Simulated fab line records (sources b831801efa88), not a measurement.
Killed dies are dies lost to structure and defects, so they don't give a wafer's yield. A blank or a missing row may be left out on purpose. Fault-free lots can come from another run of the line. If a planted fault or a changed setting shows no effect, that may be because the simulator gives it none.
Matching of chambers	flow gf180mcu	cmp-02 running GF_V1_CMP_04: 4 sister chambers
The step polishes SiO2. 8 wafers are shown with their chamber, then 7 later ones without.

WAFERS PAIRED WITH THEIR CHAMBERS
wafer	chamber	motorCurrentA (A)	slurryFilterDpKPa (kPa)
L430.1	1	11.9	13.27
L431.4	2	11.5	13.62
L431.6	3	12.6	13.53
L434.1	3	11.9	13.44
L434.3	0	12.8	13.34
L434.4	2	11.1	13.65
L436.1	0	13.1	13.64
L436.4	1	11.6	13.47

WAFERS WITHOUT THEIR CHAMBER
wafer	motorCurrentA (A)	slurryFilterDpKPa (kPa)
L436.5	11.4	13.39
L439.4	11.8	13.35
L439.5	11.2	13.68
L439.6	12.1	13.42
L447.1	12.0	13.36
L447.4	11.4	13.69
L447.6	13.3	13.69

WHICH CHAMBER EACH ONE RAN IN
wafer	from the rows above	in truth
L436.5	can't be placed: 1 or 2 or 3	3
L439.4	can't be placed: 1 or 3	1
L439.5	2	2
L439.6	can't be placed: 3 or 1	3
L447.1	can't be placed: 1 or 3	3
L447.4	2	2
L447.6	can't be placed: 0 or 3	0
Correctly placed: 2 of 7. These rows do not allow placing 5 (true chamber among the candidates in 5). Placed wrongly: 0.
How it was worked out, from the rows above alone: a wafer's distance from a chamber is the root of the sum, over the readings, of the square of ((its reading less the chamber's mean) divided by the reading's scatter). If the next closest chamber is less than 2 further off than the closest, the wafer can't be placed; otherwise it belongs to the closest. Each chamber's mean is taken over the wafers shown for it. The scatter is the square root of a quotient: the sum, over the shown wafers, of each reading's squared deviation from its chamber's mean, divided by wafers minus chambers.
